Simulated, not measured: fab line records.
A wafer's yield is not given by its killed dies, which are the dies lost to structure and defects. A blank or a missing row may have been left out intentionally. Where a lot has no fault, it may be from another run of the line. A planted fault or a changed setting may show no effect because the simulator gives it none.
Struck lot and sound lot, side by side	flow gf180mcu	15 steps out of a route of 602
Sound: these wafers, L878.1, L878.2, L878.5. The struck wafers were L886.1, L886.3, L886.6. At the end, the cause is stated.
Order at every step that has rows: each side's tool, ch and its chambers, its first start. Under that, the readings that differ: sound wafers	struck wafers	difference of the means	sigmas: that difference in standard deviations of wafers without a fault.
alike: words and numbers the same on both sides, and readings whose means are apart by under 2 such deviations; not compared: readings that were withheld, readings missing a value for some wafer, numbers with overlapping values and no deviation given by the record, and bounds like >300 which may hide the same value.
Wherever a step has rows on one side only, a row that says differs or no value, or a row with sigmas, the two part there. Non-overlapping numbers with no deviation appear without sigmas and do not part them. A reading that every wafer of one side lacks parts them only if that side has two wafers or more.

first, 5 steps without rows for these wafers: GF_V1_COAT_09 (resist thk 1000 nm); GF_V1_SOFTBAKE_10 (time 60 s); GF_V1_EXPOSE_11 (exposes mask Via1, target cd 260 nm); GF_V1_PEB_12 (peb time 90 s); GF_V1_DEVELOP_13 (develop time 60 s).
GF_V1_CD_MEAS_14 targets a cd of 260 nm.
  sound on cd sem-01, day 20 18:31; struck on cd sem-02, day 23 14:22
  alike: cd nm
GF_V1_OVL_MEAS_15:
  sound on overlay-02, day 20 18:38; struck on overlay-02, day 23 14:29
  alike: V1_OVL
GF_V1_ETCH_16: etches BARC in N2/H2.
  sound on rie diel-04 ch 2,3, day 20 18:41; struck on rie diel-04 ch 0,2, day 23 14:32
  alike: drypump motor current A, oes product au, throttle valve pct
GF_V1_ETCH_17: etches SiO2 in C4F8/O2/Ar, stops on TiN, target depth 630 nm.
  sound on rie diel-04 ch 2,3; struck on rie diel-04 ch 0,2
  alike: oes product au
GF_V1_STRIP_18: strips in O2/N2.
  sound on plasma asher-04 ch 0,1, day 20 18:49; struck on plasma asher-03 ch 1, day 23 14:39
  alike: drypump motor current A, heater power w, oes product au
  not compared: rf hours counter h
then, 2 steps without rows for these wafers: GF_V1_STRIP_19 (strips in post etch residue remover, time 1200 s); GF_V1_CLEAN_20 (cleans in DIW).
GF_V1_SPUTTER_21: material Ti, target thk 15 nm, time 80.02 s.
  sound on pvd sputter-02, day 20 20:22; struck on pvd sputter-02, day 23 15:18
reading	sound	struck	difference	sigmas
model.Ti_of_V1_SPUTTER_21.thk nm (nm)	14.91 14.89 15.06	16.01 16.33 16.13	+1.20	
  alike: throttle valve pct
GF_V1_SPUTTER_22: material TiN, target thk 10 nm, time 40 s.
  sound on pvd sputter-02, day 20 20:25; struck on pvd sputter-02, day 23 15:22
  alike: throttle valve pct
next, for these wafers, 1 step has no rows: GF_PASSIVATION_PROBE_99.

== WHERE THEY PART ==
Nowhere in this record.

WHY: what the simulator had put in
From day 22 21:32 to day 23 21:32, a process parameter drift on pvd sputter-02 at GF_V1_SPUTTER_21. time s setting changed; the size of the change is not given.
